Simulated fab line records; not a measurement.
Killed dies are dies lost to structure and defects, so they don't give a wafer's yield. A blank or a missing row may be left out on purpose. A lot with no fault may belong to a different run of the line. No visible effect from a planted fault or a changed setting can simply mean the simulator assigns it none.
What tool caused it?	flow gf180mcu	11 lots, 33 wafers sampled, at 3 steps of a route of 602

== WHAT EACH GAUGE READ, for each wafer ==
GF_V3_CD_MEAS_14: the cd target is 260 nm.
lot	measured	on	cd-nm (nm)
L951	day 23 01:43	cd-sem-01	261.5 261.7 261.0
L953	day 24 08:23	cd-sem-01	260.9 260.4 260.4
L954	day 24 18:07	cd-sem-02	260.0 260.3 258.6
L956	day 25 14:58	cd-sem-02	262.1 260.1 260.8
L958	day 25 21:58	cd-sem-02	260.3 262.2 259.5
L960	day 26 08:10	cd-sem-01	259.7 258.2 259.2
L962	day 26 22:47	cd-sem-01	258.9 259.9 259.5
L963	day 27 07:20	cd-sem-01	247.2 246.0 247.9
L964	day 27 16:25	cd-sem-02	247.1 248.1 247.5
L971	day 29 14:24	cd-sem-02	259.8 258.9 259.8
L973	day 30 03:09	cd-sem-02	258.4 258.7 258.5

== WHAT TOOL EACH LOT RAN ON (gives the tool, then ch and the chambers of the sampled wafers, and finally the start) ==
lot	GF_M3_STRIP_17	GF_V3_SOFTBAKE_10
L951	plasma-asher-01 ch 0,1, day 22 00:38	litho-track-03 ch 0, day 22 14:00
L953	plasma-asher-04 ch 0,1, day 23 08:32	litho-track-01 ch 0, day 23 21:00
L954	plasma-asher-03 ch 0,1, day 23 18:47	litho-track-03 ch 0, day 24 06:00
L956	plasma-asher-01 ch 0,1, day 24 15:50	litho-track-01 ch 0, day 25 03:00
L958	plasma-asher-04 ch 1, day 24 23:29	litho-track-04 ch 0, day 25 12:00
L960	plasma-asher-03 ch 0,1, day 25 09:31	litho-track-04 ch 0, day 25 21:00
L962	plasma-asher-03 ch 1, day 26 00:32	litho-track-03 ch 0, day 26 12:00
L963	plasma-asher-01 ch 1, day 26 09:47	litho-track-03 ch 0, day 26 21:00
L964	plasma-asher-01 ch 0,1, day 26 19:17	litho-track-03 ch 0, day 27 06:00
L971	plasma-asher-01 ch 0,1, day 28 17:22	litho-track-01 ch 0, day 29 04:00
L973	plasma-asher-04 ch 0,1, day 29 07:00	litho-track-04 ch 0, day 29 17:00
- GF_M3_STRIP_17: strips in O2/N2.
- GF_V3_SOFTBAKE_10: time 60 s.

== THE ANSWER, worked out from the rows above alone ==
Rule: usual is defined by the lots themselves. Put in order of their means at a reading, lots are off if they are a third of the lots or fewer, leave a main group of 4 or more, and stand apart from it by a gap of 3 or more times the standard deviation of the main group's means; of several such gaps the widest counts. A main group is skipped when, at the precision printed for the reading in the tables above, its means are all equal. Also off: a lot with no number at a reading for which 4 or more lots have one. The other lots that the step has rows for count as sound.
Off at GF_V3_CD_MEAS_14 (cd-nm): L963, L964. For the main group the mean is 260.0 nm and the standard deviation 0.91.
If a tool, at a process step before that reading, ran all the lots that are off and no sound lot after the first of them, it fits. The gauges at GF_V3_CD_MEAS_14 are tried like those tools. One fits: GF_V3_SOFTBAKE_10 on litho-track-03. A fault onset in the window from L962 (day 26 12:00, its last sound lot) to L963 (day 26 21:00, its first lot off) fits.

== WHAT THE SIMULATOR HAD PUT IN ==
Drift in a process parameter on litho-track-03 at GF_V3_SOFTBAKE_10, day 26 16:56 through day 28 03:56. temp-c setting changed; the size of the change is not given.
Struck lots among those shown: L963, L964. The rule above found the same.
